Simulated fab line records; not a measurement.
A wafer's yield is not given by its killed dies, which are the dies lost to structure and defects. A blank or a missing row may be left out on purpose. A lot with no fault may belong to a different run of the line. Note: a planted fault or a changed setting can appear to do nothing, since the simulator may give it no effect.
fab line records :: flow gf180mcu
record
  lots=6
  wafers=18
  last-day=33
route steps=602 shown MIM@520 M5@526
lots that met no fault: from a run of the same line without faults
start-h: start of the lot's first displayed wafer, in hours after the record's first day :: wait-h: hours since the lot's step before :: " repeats the value in the row above :: L1.1+2: one row covering several wafers at once :: - no value, or no start was given :: * or withheld: withheld :: < > ~ a bound
route shown NAME@n: names a module that has steps shown in the file, with the first one's number in the route :: usual: mean and standard deviation over wafers with no fault :: same: alike in all rows :: chamber/n: place in a boat :: sites: readings site by site :: _std_site: their standard deviation :: _edge_site: the outer-site mean with the inner-site mean subtracted :: radius-mm: for every site, how far away it sits from the centre of the wafer :: mask NAME#n: copy n :: behind: the most recent tool/chamber to have shaped the wafer :: hold: why the lot went on hold/how many hours it stayed there/how the hold came to an end :: device: names the non-switching transistor (n, p or np) :: end of line: tests of these same wafers at the route's end :: a step with no rows: only its recipe :: killed: the dies lost at the first sort to structure and to defects; this is not the yield of the wafer :: map: per-die view of a wafer (x killed, . not killed, _ where there is no die)
set.NAME: the run value of the setting; set.NAME@STEP: its run value at that earlier step :: model.NAME: the simulator's own value behind a step, which no gauge read
lots at some steps of the route; a table a step, a row a wafer
services: a tool's chamber out of use, with start hour (start-h, from the record's first day; less than 0 if before it), hours out, and reason
## steps
# step GF_MIM_PEB_17
# recipe
  temp-c=withheld
  time-s=*
  resist=NOVOLAK
# step GF_MIM_DEVELOP_18
# recipe
  develop-time-s=58.26
  dev-temp-c=23
# step GF_MIM_METAL_ETCH_19
# recipe
  chemistry=Cl2/BCl3
  mask-material=NOVOLAK
  stop-on=Si3N4
  target-depth-nm=324.5
  pressure-mtorr=8
  icp-w=800
  bias-w=140
  Cl2_flow_sccm=80
  bcl3-flow-sccm=40
  time-s=54.1
# usual
  drypump-motor-current-A=5.7/0.38
  oes-product-au=0.941/0.0061
  throttle-valve-pct=28.284/0.011
lot.wafer: L757.3
tool: rie-metal-02
chamber: 1
start-h: 626.74
wait-h: 0.1
drypump-motor-current-A: 6.1
oes-product-au: 0.939
rf-hours-counter-h: -
throttle-valve-pct: 28.291

lot.wafer: L757.5
tool: rie-metal-02
chamber: 1
start-h: 626.74
wait-h: 0.1
drypump-motor-current-A: 6.1
oes-product-au: 0.934
rf-hours-counter-h: -
throttle-valve-pct: 28.296

lot.wafer: L757.6
tool: rie-metal-02
chamber: 1
start-h: 626.74
wait-h: 0.1
drypump-motor-current-A: 6.1
oes-product-au: 0.933
rf-hours-counter-h: -
throttle-valve-pct: 28.277

lot.wafer: L761.1
tool: rie-metal-02
chamber: 0
start-h: 652.51
wait-h: 0.1
drypump-motor-current-A: 5.2
oes-product-au: 0.935
rf-hours-counter-h: 0
throttle-valve-pct: 28.293

lot.wafer: L761.3
tool: rie-metal-02
chamber: 0
start-h: 652.51
wait-h: 0.1
drypump-motor-current-A: 5.2
oes-product-au: 0.944
rf-hours-counter-h: -
throttle-valve-pct: 28.300

lot.wafer: L761.4
tool: rie-metal-02
chamber: 1
start-h: 652.51
wait-h: 0.1
drypump-motor-current-A: 6.2
oes-product-au: 0.946
rf-hours-counter-h: -
throttle-valve-pct: 28.305

lot.wafer: L765.1
tool: rie-metal-01
chamber: 0
start-h: 689.74
wait-h: 0.1
drypump-motor-current-A: 5.5
oes-product-au: 0.938
rf-hours-counter-h: 7
throttle-valve-pct: 28.287

lot.wafer: L765.5
tool: rie-metal-01
chamber: 1
start-h: 689.74
wait-h: 0.1
drypump-motor-current-A: 6.0
oes-product-au: 0.932
rf-hours-counter-h: -
throttle-valve-pct: 28.293

lot.wafer: L765.6
tool: rie-metal-01
chamber: 0
start-h: 689.74
wait-h: 0.1
drypump-motor-current-A: 5.5
oes-product-au: 0.934
rf-hours-counter-h: -
throttle-valve-pct: 28.286

lot.wafer: L769.2
tool: rie-metal-01
chamber: 0
start-h: 718.12
wait-h: 0.1
drypump-motor-current-A: 5.5
oes-product-au: 0.941
rf-hours-counter-h: 8
throttle-valve-pct: 28.267

lot.wafer: L769.4
tool: rie-metal-01
chamber: 1
start-h: 718.12
wait-h: 0.1
drypump-motor-current-A: 6.0
oes-product-au: 0.934
rf-hours-counter-h: -
throttle-valve-pct: 28.290

lot.wafer: L769.6
tool: rie-metal-01
chamber: 0
start-h: 718.12
wait-h: 0.1
drypump-motor-current-A: 5.5
oes-product-au: 0.947
rf-hours-counter-h: -
throttle-valve-pct: 28.284

lot.wafer: L771.1
tool: rie-metal-04
chamber: 1
start-h: 727.99
wait-h: 0.1
drypump-motor-current-A: 5.8
oes-product-au: 0.944
rf-hours-counter-h: 8
throttle-valve-pct: 28.261

lot.wafer: L771.4
tool: rie-metal-04
chamber: 1
start-h: 727.99
wait-h: 0.1
drypump-motor-current-A: 5.8
oes-product-au: 0.934
rf-hours-counter-h: -
throttle-valve-pct: 28.292

lot.wafer: L771.5
tool: rie-metal-04
chamber: 0
start-h: 727.99
wait-h: 0.1
drypump-motor-current-A: 4.9
oes-product-au: 0.941
rf-hours-counter-h: -
throttle-valve-pct: 28.302

lot.wafer: L772.2
tool: rie-metal-02
chamber: 1
start-h: 735.69
wait-h: 0.1
drypump-motor-current-A: 6.2
oes-product-au: 0.952
rf-hours-counter-h: 14
throttle-valve-pct: 28.266

lot.wafer: L772.3
tool: rie-metal-02
chamber: 1
start-h: 735.69
wait-h: 0.1
drypump-motor-current-A: 6.2
oes-product-au: 0.941
rf-hours-counter-h: -
throttle-valve-pct: 28.276

lot.wafer: L772.5
tool: rie-metal-02
chamber: 0
start-h: 735.69
wait-h: 0.1
drypump-motor-current-A: 5.2
oes-product-au: 0.943
rf-hours-counter-h: -
throttle-valve-pct: 28.281
# step GF_MIM_STRIP_20
# recipe
  chemistry=O2/N2
  power-w=1400
  pressure-mtorr=1500
  platen-temp-c=250
  o2-flow-sccm=3000
  n2-flow-sccm=300
  overash-fraction=0.5
# usual
  drypump-motor-current-A=5.85/0.26
  heater-power-w=330/30
  oes-product-au=0.693/0.0047
  strip-time-to-endpoint-s=11.26/0.056
lot.wafer: L757.3
tool: plasma-asher-03
chamber: 1
start-h: 626.87
wait-h: 0.1
drypump-motor-current-A: 5.44
heater-power-w: 306
oes-product-au: 0.698
rf-hours-counter-h: -
strip-time-to-endpoint-s: 11.32

lot.wafer: L757.5
tool: plasma-asher-03
chamber: 1
start-h: 626.87
wait-h: 0.1
drypump-motor-current-A: 5.42
heater-power-w: 308
oes-product-au: 0.696
rf-hours-counter-h: -
strip-time-to-endpoint-s: 11.30

lot.wafer: L757.6
tool: plasma-asher-03
chamber: 0
start-h: 626.87
wait-h: 0.1
drypump-motor-current-A: 6.25
heater-power-w: 286
oes-product-au: 0.692
rf-hours-counter-h: -
strip-time-to-endpoint-s: 11.31

lot.wafer: L761.1
tool: plasma-asher-02
chamber: 1
start-h: 652.58
wait-h: 0.0
drypump-motor-current-A: 6.05
heater-power-w: 349
oes-product-au: 0.690
rf-hours-counter-h: 23
strip-time-to-endpoint-s: 11.24

lot.wafer: L761.3
tool: plasma-asher-02
chamber: 1
start-h: 652.58
wait-h: 0.0
drypump-motor-current-A: 6.05
heater-power-w: 364
oes-product-au: 0.698
rf-hours-counter-h: -
strip-time-to-endpoint-s: 11.23

lot.wafer: L761.4
tool: plasma-asher-02
chamber: 0
start-h: 652.58
wait-h: 0.0
drypump-motor-current-A: 5.73
heater-power-w: 350
oes-product-au: 0.695
rf-hours-counter-h: -
strip-time-to-endpoint-s: 11.20

lot.wafer: L765.1
tool: plasma-asher-04
chamber: 1
start-h: 689.81
wait-h: 0.0
drypump-motor-current-A: 5.71
heater-power-w: 324
oes-product-au: 0.688
rf-hours-counter-h: 58
strip-time-to-endpoint-s: 11.23

lot.wafer: L765.5
tool: plasma-asher-04
chamber: 1
start-h: 689.81
wait-h: 0.0
drypump-motor-current-A: 5.74
heater-power-w: 322
oes-product-au: 0.697
rf-hours-counter-h: -
strip-time-to-endpoint-s: 11.29

lot.wafer: L765.6
tool: plasma-asher-04
chamber: 0
start-h: 689.81
wait-h: 0.0
drypump-motor-current-A: 5.99
heater-power-w: 363
oes-product-au: 0.690
rf-hours-counter-h: -
strip-time-to-endpoint-s: 11.26

lot.wafer: L769.2
tool: plasma-asher-03
chamber: 0
start-h: 718.19
wait-h: 0.0
drypump-motor-current-A: 6.19
heater-power-w: 282
oes-product-au: 0.692
rf-hours-counter-h: 98
strip-time-to-endpoint-s: 11.14

lot.wafer: L769.4
tool: plasma-asher-03
chamber: 1
start-h: 718.19
wait-h: 0.0
drypump-motor-current-A: 5.39
heater-power-w: 315
oes-product-au: 0.692
rf-hours-counter-h: -
strip-time-to-endpoint-s: 11.18

lot.wafer: L769.6
tool: plasma-asher-03
chamber: 1
start-h: 718.19
wait-h: 0.0
drypump-motor-current-A: 5.43
heater-power-w: 313
oes-product-au: 0.692
rf-hours-counter-h: -
strip-time-to-endpoint-s: 11.25

lot.wafer: L771.1
tool: plasma-asher-04
chamber: 1
start-h: 728.06
wait-h: 0.0
drypump-motor-current-A: 5.73
heater-power-w: 322
oes-product-au: 0.692
rf-hours-counter-h: 62
strip-time-to-endpoint-s: 11.17

lot.wafer: L771.4
tool: plasma-asher-04
chamber: 1
start-h: 728.06
wait-h: 0.0
drypump-motor-current-A: 5.71
heater-power-w: 324
oes-product-au: 0.691
rf-hours-counter-h: -
strip-time-to-endpoint-s: 11.17

lot.wafer: L771.5
tool: plasma-asher-04
chamber: 0
start-h: 728.06
wait-h: 0.0
drypump-motor-current-A: 5.98
heater-power-w: 370
oes-product-au: 0.688
rf-hours-counter-h: -
strip-time-to-endpoint-s: 11.11

lot.wafer: L772.2
tool: plasma-asher-03
chamber: 1
start-h: 735.76
wait-h: 0.0
drypump-motor-current-A: 5.45
heater-power-w: 308
oes-product-au: 0.691
rf-hours-counter-h: 100
strip-time-to-endpoint-s: 11.22

lot.wafer: L772.3
tool: plasma-asher-03
chamber: 0
start-h: 735.76
wait-h: 0.0
drypump-motor-current-A: 6.22
heater-power-w: 276
oes-product-au: 0.697
rf-hours-counter-h: -
strip-time-to-endpoint-s: 11.22

lot.wafer: L772.5
tool: plasma-asher-03
chamber: 1
start-h: 735.76
wait-h: 0.0
drypump-motor-current-A: 5.44
heater-power-w: 305
oes-product-au: 0.700
rf-hours-counter-h: -
strip-time-to-endpoint-s: 11.24
# step GF_MIM_STRIP_21
# recipe
  chemistry=post-etch-residue-remover
  time-s=1200
  temp-c=72.5
# step GF_MIM_CLEAN_22
# recipe
  chemistry=DIW
  dry=n2-spin
# step GF_M5_DEHYDRATE_00
# recipe
  temp-c=200
  time-s=60
# step GF_M5_HMDS_01
# recipe
  prime-time-s=60
  prime-temp-c=120
# step GF_M5_COAT_02
# recipe
  resist=KrF
  spin-rpm=withheld
  resist-thk-nm=1000
# step GF_M5_SOFTBAKE_03
# recipe
  temp-c=130
  time-s=60
  resist=KrF
# step GF_M5_EXPOSE_04
# recipe
  mask-id=Metal5
  target-cd-nm=280
  na=0.68
  source-shape=conventional
  sigma-outer=0.6
  dose-mj=28
# step GF_M5_PEB_05
# recipe
  peb-temp-c=135
  peb-time-s=90
  resist=KrF
# step GF_M5_DEVELOP_06
# recipe
  develop-time-s=60
  dev-temp-c=21
# usual
  chill-plate-temp-C=23.00/0.11
  develop-time-s=60/0
lot.wafer: L757.3
tool: litho-track-02
chamber: 0
start-h: 645.86
wait-h: 0.1
chill-plate-temp-C: 23.01
develop-time-s: 60
model.KrF_of_M5_COAT_02.thk-nm: 985.7

lot.wafer: L757.5
tool: litho-track-02
chamber: 0
start-h: 645.86
wait-h: 0.1
chill-plate-temp-C: 23.08
develop-time-s: 60
model.KrF_of_M5_COAT_02.thk-nm: 985.7

lot.wafer: L757.6
tool: litho-track-02
chamber: 0
start-h: 645.86
wait-h: 0.1
chill-plate-temp-C: 23.00
develop-time-s: 60
model.KrF_of_M5_COAT_02.thk-nm: 982.2

lot.wafer: L761.1
tool: litho-track-04
chamber: 0
start-h: 655.31
wait-h: 0.2
chill-plate-temp-C: 23.12
develop-time-s: 60
model.KrF_of_M5_COAT_02.thk-nm: 984.8

lot.wafer: L761.3
tool: litho-track-04
chamber: 0
start-h: 655.31
wait-h: 0.2
chill-plate-temp-C: 23.04
develop-time-s: 60
model.KrF_of_M5_COAT_02.thk-nm: 984.8

lot.wafer: L761.4
tool: litho-track-04
chamber: 0
start-h: 655.31
wait-h: 0.2
chill-plate-temp-C: 22.99
develop-time-s: 60
model.KrF_of_M5_COAT_02.thk-nm: 986.3

lot.wafer: L765.1
tool: litho-track-03
chamber: 0
start-h: 709.71
wait-h: 0.2
chill-plate-temp-C: 23.03
develop-time-s: 60
model.KrF_of_M5_COAT_02.thk-nm: 987.4

lot.wafer: L765.5
tool: litho-track-03
chamber: 0
start-h: 709.71
wait-h: 0.2
chill-plate-temp-C: 22.81
develop-time-s: 60
model.KrF_of_M5_COAT_02.thk-nm: 987.4

lot.wafer: L765.6
tool: litho-track-03
chamber: 0
start-h: 709.71
wait-h: 0.2
chill-plate-temp-C: 22.85
develop-time-s: 60
model.KrF_of_M5_COAT_02.thk-nm: 988.4

lot.wafer: L769.2
tool: litho-track-02
chamber: 0
start-h: 736.51
wait-h: 0.2
chill-plate-temp-C: 22.93
develop-time-s: 60
model.KrF_of_M5_COAT_02.thk-nm: 985.3

lot.wafer: L769.4
tool: litho-track-02
chamber: 0
start-h: 736.51
wait-h: 0.2
chill-plate-temp-C: 23.04
develop-time-s: 60
model.KrF_of_M5_COAT_02.thk-nm: 986.6

lot.wafer: L769.6
tool: litho-track-02
chamber: 0
start-h: 736.51
wait-h: 0.2
chill-plate-temp-C: 23.06
develop-time-s: 60
model.KrF_of_M5_COAT_02.thk-nm: 987.7

lot.wafer: L771.1
tool: litho-track-04
chamber: -
start-h: 745.52
wait-h: 0.2
chill-plate-temp-C: -
develop-time-s: -
model.KrF_of_M5_COAT_02.thk-nm: 1001

lot.wafer: L771.4
tool: litho-track-04
chamber: -
start-h: 745.52
wait-h: 0.2
chill-plate-temp-C: -
develop-time-s: -
model.KrF_of_M5_COAT_02.thk-nm: 1002

lot.wafer: L771.5
tool: litho-track-04
chamber: -
start-h: 745.52
wait-h: 0.2
chill-plate-temp-C: -
develop-time-s: -
model.KrF_of_M5_COAT_02.thk-nm: 1003

lot.wafer: L772.2
tool: litho-track-04
chamber: -
start-h: 752.59
wait-h: 0.2
chill-plate-temp-C: -
develop-time-s: -
model.KrF_of_M5_COAT_02.thk-nm: 1004

lot.wafer: L772.3
tool: litho-track-04
chamber: -
start-h: 752.59
wait-h: 0.2
chill-plate-temp-C: -
develop-time-s: -
model.KrF_of_M5_COAT_02.thk-nm: 1004

lot.wafer: L772.5
tool: litho-track-04
chamber: -
start-h: 752.59
wait-h: 0.2
chill-plate-temp-C: -
develop-time-s: -
model.KrF_of_M5_COAT_02.thk-nm: 1003
# step GF_M5_CD_MEAS_07
# recipe
  target-cd-nm=280
# usual
  cd-nm=279.5/1.3
lot.wafer: L757.3
tool: cd-sem-01
chamber: -
start-h: 662.26
wait-h: 16.4
cd-nm: 279.0

lot.wafer: L757.5
tool: cd-sem-01
chamber: -
start-h: 662.26
wait-h: 16.4
cd-nm: 278.7

lot.wafer: L757.6
tool: cd-sem-01
chamber: -
start-h: 662.26
wait-h: 16.4
cd-nm: 278.7

lot.wafer: L761.1
tool: cd-sem-01
chamber: -
start-h: 667.86
wait-h: 12.5
cd-nm: 280.7

lot.wafer: L761.3
tool: cd-sem-01
chamber: -
start-h: 667.86
wait-h: 12.5
cd-nm: 280.5

lot.wafer: L761.4
tool: cd-sem-01
chamber: -
start-h: 667.86
wait-h: 12.5
cd-nm: 281.0

lot.wafer: L765.1
tool: cd-sem-02
chamber: -
start-h: 709.86
wait-h: 0.1
cd-nm: 277.8

lot.wafer: L765.5
tool: cd-sem-02
chamber: -
start-h: 709.86
wait-h: 0.1
cd-nm: 278.4

lot.wafer: L765.6
tool: cd-sem-02
chamber: -
start-h: 709.86
wait-h: 0.1
cd-nm: 276.6

lot.wafer: L769.2
tool: cd-sem-02
chamber: -
start-h: 736.66
wait-h: 0.1
cd-nm: 279.2

lot.wafer: L769.4
tool: cd-sem-02
chamber: -
start-h: 736.66
wait-h: 0.1
cd-nm: 280.1

lot.wafer: L769.6
tool: cd-sem-02
chamber: -
start-h: 736.66
wait-h: 0.1
cd-nm: 278.6

lot.wafer: L771.1
tool: cd-sem-01
chamber: -
start-h: 745.67
wait-h: 0.1
cd-nm: -

lot.wafer: L771.4
tool: cd-sem-01
chamber: -
start-h: 745.67
wait-h: 0.1
cd-nm: -

lot.wafer: L771.5
tool: cd-sem-01
chamber: -
start-h: 745.67
wait-h: 0.1
cd-nm: -

lot.wafer: L772.2
tool: cd-sem-02
chamber: -
start-h: 752.74
wait-h: 0.1
cd-nm: -

lot.wafer: L772.3
tool: cd-sem-02
chamber: -
start-h: 752.74
wait-h: 0.1
cd-nm: -

lot.wafer: L772.5
tool: cd-sem-02
chamber: -
start-h: 752.74
wait-h: 0.1
cd-nm: -
## services
tool: plasma-asher-04
chamber: -
start-h: 609.01
hours: 4.2
kind: repair

tool: plasma-asher-03
chamber: -
start-h: 611.73
hours: 1.6
kind: repair

tool: rie-metal-02
chamber: 0
start-h: 613.51
hours: -
kind: clean

tool: rie-metal-02
chamber: 0
start-h: 613.51
hours: 21.8
kind: scheduled-down

tool: rie-metal-02
chamber: 0
start-h: 613.51
hours: 21.8
kind: vent-cycle

tool: rie-metal-02
chamber: -
start-h: 636.79
hours: 14.6
kind: pm

tool: plasma-asher-03
chamber: -
start-h: 662.75
hours: 2.8
kind: pm

tool: rie-metal-01
chamber: -
start-h: 663.23
hours: 0.7
kind: repair

tool: plasma-asher-04
chamber: -
start-h: 673.52
hours: 1.5
kind: repair

tool: rie-metal-04
chamber: 1
start-h: 682.52
hours: 7.3
kind: repair

tool: rie-metal-04
chamber: 0
start-h: 711.25
hours: 14.6
kind: repair

tool: rie-metal-02
chamber: 1
start-h: 752.02
hours: -
kind: clean

tool: rie-metal-02
chamber: 1
start-h: 752.02
hours: 16.0
kind: scheduled-down

tool: rie-metal-02
chamber: 1
start-h: 752.02
hours: 16.0
kind: vent-cycle
## key
first-sign
  step=GF_M5_DEVELOP_06
  reading=tool-record
  direction=missing
effect none on later readings
model-effect
  step=GF_M5_DEVELOP_06
  value=KrF_of_M5_COAT_02.thk-nm
  without=987.8
  struck=1003
met-at GF_M5_DEVELOP_06
struck-wafers L771.1,L771.4,L771.5,L772.2,L772.3,L772.5
later-rows-left-out L771.1,L771.4,L771.5,L772.2,L772.3,L772.5
sort-left-out L771.1,L771.4,L771.5,L772.2,L772.3,L772.5
onset-between 655.31 745.52
fault
  kind=skipped-step-whole
  tool=litho-track-04
  chamber=-
  onset-h=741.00
  steps=GF_M5_DEVELOP_06
  scope=struck-lots-only
# sort-left-out: the simulated sort isn't trusted on such a fault, so these wafers' sort isn't shown, and their yield isn't known
# later-rows-left-out: the simulator's readings of these wafers behind a module that went badly wrong aren't trusted and aren't shown, but for the sort
